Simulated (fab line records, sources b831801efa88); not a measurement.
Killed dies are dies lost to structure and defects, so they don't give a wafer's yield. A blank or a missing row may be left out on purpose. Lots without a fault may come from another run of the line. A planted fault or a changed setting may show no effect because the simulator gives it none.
Problem report in the 8D (eight disciplines) form, filled by code | flow gf180mcu | the parts of the form that need people (team, actions taken, sign-off) are left out

1. THE PROBLEM
chamber_pressure_mTorr at GF_LVPWELL_STRIP_10 reads a mean of 1199.9 mTorr on 6 wafers of 2 lots; wafers without a fault read 1499.9 mTorr with a standard deviation of 1.5. That is -99 or more standard deviations from the usual mean.
The step: strips in O2/N2.
First seen on wafer L813.1, day 6 13:05, on plasma_asher-01. The record holds 39 wafers of 13 lots with a number at this step. Rule for "out", or "out of limits": more than 4 standard deviations from the usual mean. The other wafers with a number count as sound.

2. WHAT IT IS AND WHAT IT IS NOT
question                    | is                                                               | is not
which readings at this step | chamber_pressure_mTorr, oes_product_au, strip_time_to_endpoint_s | drypump_motor_current_A, heater_power_w
which lots                  | L813, L814                                                       | L803, L804, L815, L816, L817, L818, L819, L820, L821, L823, L826
which wafers of those lots  | all that have a number                                           | -
read on which tools         | plasma_asher-01                                                  | plasma_asher-03, plasma_asher-04
when                        | from day 6 13:05                                                 | up to then (6 sound wafers); but 27 sound wafers of L815, L816, L817, L818, L819, L820, L821, L823, L826 came after

3. SUSPECTS, AND WHAT RULES EACH OUT
Counting: a tool at a process step up to the reading stays a suspect if it ran every lot that is out and no sound lot after the first of them.
- plasma_asher-01 at GF_LVPWELL_STRIP_10 (strips in O2/N2): kept. It ran every lot that is out, first L813 (day 6 13:05), and no sound lot after that; its last sound lot up to then is L803 (day 3 21:50). Its own readings are out on those wafers: chamber_pressure_mTorr, oes_product_au, strip_time_to_endpoint_s.
Left after counting: plasma_asher-01 at GF_LVPWELL_STRIP_10.

4. THE CAUSE (what the simulator had put in)
Process parameter drift: plasma_asher-01, from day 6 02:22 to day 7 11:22, at GF_LVPWELL_STRIP_10. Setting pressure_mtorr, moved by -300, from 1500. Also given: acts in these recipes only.
Counting left only this tool.

5. THE CHAIN OF EFFECTS, in route order
Each row: a reading whose mean over the struck wafers that have a number lies more than 3 standard deviations from the usual. Only readings for which the record gives a usual standard deviation are gone through. hours: the time from each lot's start at the first step in this table that gives one to its start at this step, as a median over the lots. sigmas: the change in usual standard deviations.
hours | step                | reading                  | usual        | on struck wafers | change | sigmas
0     | GF_LVPWELL_STRIP_10 | chamber_pressure_mTorr   | 1499.9 mTorr | 1199.9           | -300.0 | -99 or more
0     | GF_LVPWELL_STRIP_10 | oes_product_au           | 0.722 a.u.   | 0.686            | -0.036 | -7.6
0     | GF_LVPWELL_STRIP_10 | strip_time_to_endpoint_s | 36.99 s      | 39.98            | +2.99  | +30
The process steps in it:
- GF_LVPWELL_STRIP_10: strips in O2/N2.
Later measuring or inspecting steps at which every struck wafer that the step has a row for has a number for every such reading, and none has moved that far: GF_VT_IMPLANT_RS_MEAS_47, GF_CONTACT_THK_MEAS_26.

6. WHAT WOULD HAVE CAUGHT IT SOONER
In this record the first reading out of limits was taken at day 6 13:05, 11 hours after the fault began at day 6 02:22.
